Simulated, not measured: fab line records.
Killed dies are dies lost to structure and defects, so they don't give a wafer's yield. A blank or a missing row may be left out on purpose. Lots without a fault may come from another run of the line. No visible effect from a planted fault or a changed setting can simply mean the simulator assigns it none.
The same fault as seen by 2 desks	flow gf180mcu	each desk has only its own numbers; what lay behind them comes last

## FOR THE TOOL OWNER'S DESK: lpcvd-01
The tool's own readings at GF_STI_CVD_03 (deposits Si3N4 from DCS/NH3, target thk 207.16 nm, time 3551 s): means of the sampled wafers that have a number, for each lot that ran on this tool. If a lot's mean is further than 4 standard deviations from the usual mean, the lot is out of limits and carries the mark OUT (the distance appears in the brackets).
Columns: A = spikeTcBottomC at GF_STI_CVD_03, usual 788.5 C; B = spikeTcCentreC at GF_STI_CVD_03, usual 771.0 C; C = spikeTcLowerC at GF_STI_CVD_03, usual 770.4 C; D = spikeTcUpperC at GF_STI_CVD_03, usual 769.8 C; E = susceptorTempC at GF_STI_CVD_03, usual 770.0 C
lot	first seen here	A	B	C	D	E
L582	day 2 22:43	787.4	770.1	771.1	769.2	769.2
L584	day 3 09:49	788.4	769.6	771.1	769.4	770.2
L590	day 4 14:40	787.7	770.7	771.0	770.3	770.2
L591	day 4 19:34	788.8	770.0	771.5	769.1	770.2
L592	day 5 01:34	794.4	775.8	777.0 (+4.4) OUT	777.5 (+5.9) OUT	775.6 (+16) OUT
This desk's finding: out of limits on L592; first on L592, day 5 01:34 (spikeTcLowerC at GF_STI_CVD_03). Within limits: L582, L584, L590, L591.

## AT THE METROLOGY DESK
Lot by lot, what the gauges showed, no matter which tool ran the lot: averages of those sampled wafers that carry a number. If a lot's mean is further than 4 standard deviations from the usual mean, the lot is out of limits and carries the mark OUT (the distance appears in the brackets).
Columns: A = STI_CVD_03_THK at GF_STI_THK_MEAS_04, usual 208.3 nm
lot	first seen here	A
L575	day 1 18:05	208.7
L581	day 2 19:34	209.0
L582	day 3 00:41	206.6
L584	day 3 11:50	207.0
L589	day 4 13:22	205.2
L590	day 4 16:38	206.6
L591	day 4 21:35	209.1
L592	day 5 03:33	234.5 (+15) OUT
L593	day 5 08:21	208.8
L595	day 5 23:19	207.1
This desk's finding: out of limits on L592; first on L592, day 5 03:33 (STI_CVD_03_THK at GF_STI_THK_MEAS_04). Within limits: L575, L581, L582, L584, L589, L590, L591, L593, L595.

## BROUGHT TOGETHER
The tool owner's desk had the chance to raise an alarm at day 5 01:34 on L592.
At day 5 03:33 the metrology desk could have sounded an alarm, on L592.
The lots listed all ran GF_STI_CVD_03 on lpcvd-01.

## WHAT WAS PUT IN BY THE SIMULATOR
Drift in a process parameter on lpcvd-01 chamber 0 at GF_STI_CVD_03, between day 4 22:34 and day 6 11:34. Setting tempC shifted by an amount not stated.
Lots struck among those shown: L592.
Fault start to first reading out of limits, in hours, per desk: tool owner, 3; metrology, 5.
